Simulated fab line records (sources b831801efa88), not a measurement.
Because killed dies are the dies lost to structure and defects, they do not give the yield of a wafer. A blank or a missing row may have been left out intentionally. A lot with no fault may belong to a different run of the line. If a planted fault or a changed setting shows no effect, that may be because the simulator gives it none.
A struck lot beside a sound one :: flow sky130 :: 44 steps out of a route of 708
Sound: these wafers, L326.1, L326.4, L326.6. Wafers struck: L339.2, L339.3, L339.6. The cause is given at the end.
Order at every step that has rows: each side's tool, ch and its chambers, its first start. Under that, the readings that differ: sound wafers :: struck wafers :: difference of the means :: sigmas: that difference in standard deviations of wafers without a fault.
alike: same words and numbers on both sides, and readings whose means sit less than 2 such deviations apart. not compared: any withheld reading, any reading some wafer has no value for, any bound like >300 that may hide the same value, and any number with overlapping values for which the record gives no deviation.
The two part at a step that has a row with sigmas, a row that says differs or no value, or rows on one side only. When numbers do not overlap yet have no deviation, they are printed without sigmas and do not part them. Lack of a reading on every wafer of one side parts them only where that side has two or more wafers.

SKY_SONOS_ONO_THK_MEAS_03:
  sound on film metro-04 at day 13 02:59; struck on film metro-03 at day 16 13:29
reading: SONOS_ONO_CVD_02_THK (nm)
sound: 10.85 10.93 10.96
struck: 10.27 10.27 10.17
difference: -0.68
sigmas: -5
then, 1 step without rows for these wafers: SKY_SONOS_ONO_CVD_04 (deposits SiO2 from SiH4/N2O, target thk 5.7199 nm).
SKY_SONOS_ONO_THK_MEAS_05:
  sound on film metro-03 at day 13 04:17; struck on film metro-03 at day 16 14:47
  alike: SONOS_ONO_CVD_04_THK
then, 7 steps without rows for these wafers: SKY_SONOS_ONO_DEHYDRATE_06 (time 60 s); SKY_SONOS_ONO_HMDS_07 (prime time 60 s); SKY_SONOS_ONO_COAT_08 (resist thk 1140 nm); SKY_SONOS_ONO_SOFTBAKE_09 (time 60 s); SKY_SONOS_ONO_EXPOSE_10 (exposes mask ONOM, target cd 410 nm); SKY_SONOS_ONO_PEB_11; SKY_SONOS_ONO_DEVELOP_12 (develop time 60 s).
SKY_SONOS_ONO_CD_MEAS_13: the cd target is 410 nm.
  sound on cd sem-01 at day 14 04:24; struck on cd sem-02 at day 17 19:19
reading: cd nm (nm)
sound: 411.3 410.5 413.2
struck: 407.8 406.4 408.4
difference: -4.1
sigmas: -2
SKY_SONOS_ONO_OVL_MEAS_14:
  sound on overlay-01 at day 14 04:31; struck on overlay-01 at day 17 19:25
  alike: SONOS_ONO_OVL
SKY_SONOS_ONO_ETCH_15: etches the open film in CHF3/O2, target depth 19.52 nm, time 7.8 s.
  sound on rie diel-02 ch 0,2,3, day 14 04:34; struck on rie diel-02 ch 1,2,3, day 17 19:27
  no value came back on the struck wafers for any of 6 readings (O2_flow_sccm (sccm), bias w (W) and others); on the sound wafers O2_flow_sccm (sccm) reads 5.001 4.999 4.990
reading: model.NOVOLAK_of_SONOS_ONO_COAT_08.thk nm (nm)
sound: 1121 1121 1124
struck: 1139 1144 1140
difference: +19
sigmas: 

reading: model.SiO2_of_FIELD_ISO_CVD_24.thk nm (nm)
sound: 398.6 397.6 399.7
struck: 403.4 402.9 403.6
difference: +4.7
sigmas: 

reading: model.SiO2_of_NWELL_OXIDATION_01.thk nm (nm)
sound: 5.646 5.577 5.52
struck: 9.535 9.304 9.467
difference: +3.854
sigmas: 
  not compared: rf hours counter h
then, 1 step without rows for these wafers: SKY_SONOS_ONO_WET_ETCH_16 (etches SiO2 in dHF, target depth 14 nm, time 280 s).
SKY_SONOS_ONO_STRIP_17: strips in O2/N2.
  sound on plasma asher-03 ch 0,1, day 14 04:40; struck on plasma asher-03 ch 1, day 17 19:34
reading: strip time to endpoint s (s)
sound: 14.06 14.07 14.12
struck: 14.17 14.22 14.16
difference: +0.10
sigmas: +3
  alike: chamber pressure mTorr, drypump motor current A, oes product au
  not compared: rf hours counter h
then, 3 steps without rows for these wafers: SKY_SONOS_ONO_WET_ETCH_18 (etches Si3N4 in H3PO4, target depth 15 nm, time 172 s); SKY_GATE_OXIDE_CLEAN_00 (cleans in SC1/SC2, time 150 s); SKY_GATE_OXIDE_OXIDATION_01 (stabilise 600 s, purge 300 s, target thk 10.268 nm).
SKY_GATE_OXIDE_THK_MEAS_02:
  sound on film metro-04 at day 14 12:07; struck on film metro-04 at day 17 23:41
  alike: GATE_OXIDE_OXIDATION_00_THK
then, 7 steps without rows for these wafers: SKY_GATE_OXIDE_DEHYDRATE_03 (time 60 s); SKY_GATE_OXIDE_HMDS_04 (prime time 60 s); SKY_GATE_OXIDE_COAT_05 (resist thk 1140 nm); SKY_GATE_OXIDE_SOFTBAKE_06 (time 60 s); SKY_GATE_OXIDE_EXPOSE_07 (exposes mask LVOM, target cd 600 nm); SKY_GATE_OXIDE_PEB_08; SKY_GATE_OXIDE_DEVELOP_09 (develop time 60 s).
SKY_GATE_OXIDE_OVL_MEAS_10:
  sound on overlay-01 at day 15 14:48; struck on overlay-01 at day 19 05:26
  alike: GATE_OXIDE_OVL
then, 2 steps without rows for these wafers: SKY_GATE_OXIDE_IMPLANT_11; SKY_GATE_OXIDE_WET_ETCH_12 (etches SiO2 in dHF, target depth 16.8 nm, time 336 s).
SKY_GATE_OXIDE_STRIP_13: strips in O2/N2.
  sound on plasma asher-01 ch 0,1, day 15 15:06; struck on plasma asher-01 ch 1, day 19 05:43
  alike: chamber pressure mTorr, drypump motor current A, oes product au, strip time to endpoint s
  not compared: rf hours counter h
SKY_GATE_OXIDE_TW_MEAS_14:
  sound on film metro-01 at day 15 15:12; struck on film metro-04 at day 19 05:50
  alike: GATE_OXIDE_TW
then, 3 steps without rows for these wafers: SKY_GATE_OXIDE_CLEAN_15 (cleans in SC1/SC2, time 150 s); SKY_GATE_OXIDE_OXIDATION_16 (stabilise 600 s, purge 300 s, target thk 3.57 nm); SKY_POLY_GATE_CVD_00 (deposits poly-Si, target thk 180 nm, time 720 s).
SKY_POLY_GATE_THK_MEAS_01:
  sound on film metro-01 at day 15 19:00; struck on film metro-01 at day 19 08:40
  alike: POLY_GATE_CVD_00_THK
then, 7 steps without rows for these wafers: SKY_RES_PROTECT_DEHYDRATE_00 (time 60 s); SKY_RES_PROTECT_HMDS_01 (prime time 60 s); SKY_RES_PROTECT_COAT_02 (resist thk 1140 nm); SKY_RES_PROTECT_SOFTBAKE_03 (time 60 s); SKY_RES_PROTECT_EXPOSE_04 (exposes mask RPM, target cd 1270 nm); SKY_RES_PROTECT_PEB_05; SKY_RES_PROTECT_DEVELOP_06 (develop time 60 s).
-- the record jumps here: 14 days lie between the struck wafers' starts before and after (it left off in module RES_PROTECT and takes up again in module SALICIDE, whose first step shown is number 361 of the route) --
SKY_SALICIDE_CLEAN_00: cleans in HF-last, time 30 s.
  sound on wet bench-01 ch 1, day 29 18:31; struck on wet bench-04 ch 1, day 32 22:23
reading: model.SiO2_of_FIELD_ISO_CVD_24.thk nm (nm)
sound: 357.9 357.2 359.3
struck: 362.9 362.4 363.2
difference: +4.7
sigmas: 
-- the record jumps here: 16 days lie between the struck wafers' starts before and after (it left off in module SALICIDE and takes up again in module PAD_OPEN, whose first step shown is number 708 of the route) --
SKY_PAD_OPEN_PROBE_99:
  sound on prober-01 at day 47 03:05; struck on prober-01 at day 49 08:39
reading: model.etest.nfet_16v.r on ohm um
sound: 1.389e+04 1.399e+04 1.424e+04
struck: 1.806e+04 1.804e+04 1.816e+04
difference: +4.047e+03
sigmas: 

reading: model.etest.pfet_16v.r on ohm um
sound: 1.521e+04 1.523e+04 1.595e+04
struck: 1.663e+04 1.633e+04 1.662e+04
difference: +1.063e+03
sigmas: 

reading: model.etest.pfet g5v0d10v5.r on ohm um
sound: 4763 4609 4844
struck: 5657 5657 5741
difference: +946
sigmas: 

reading: model.etest.nfet g5v0d10v5.r on ohm um
sound: 1899 1858 1918
struck: 2545 2552 2582
difference: +668
sigmas: 

reading: model.etest.nfet g5v0d10v5.drive ua um
sound: 597.4 607.3 595.5
struck: 379 380.6 375.2
difference: -222
sigmas: 

reading: model.etest.tip sonos.rs ohm sq
sound: 2675 2620 2691
struck: 2994 2991 3032
difference: +344
sigmas: 

reading: model.etest.nfet_05v0_nvt.drive ua um
sound: 569.5 580.8 564
struck: 407.9 411.3 408.1
difference: -162.3
sigmas: 

reading: model.etest.nfet_16v.drive ua um
sound: 219.7 224 216.9
struck: 125 127.3 124.6
difference: -95
sigmas: 
  alike: killed_at_M0_to_M3, killed_at_M4_up, killed at contacts, killed at front end, killed at other, killed dies, killed open, killed short

== WHERE THEY PART ==
Last at SKY_SONOS_ONO_STRIP_17 as far as this record goes, first at SKY_SONOS_ONO_THK_MEAS_03. Later steps at which nothing parts them and some readings are alike: SKY_GATE_OXIDE_THK_MEAS_02, SKY_GATE_OXIDE_OVL_MEAS_10, SKY_GATE_OXIDE_STRIP_13, SKY_GATE_OXIDE_TW_MEAS_14, SKY_POLY_GATE_THK_MEAS_01, SKY_PAD_OPEN_PROBE_99.

WHY: whatever the simulator had introduced
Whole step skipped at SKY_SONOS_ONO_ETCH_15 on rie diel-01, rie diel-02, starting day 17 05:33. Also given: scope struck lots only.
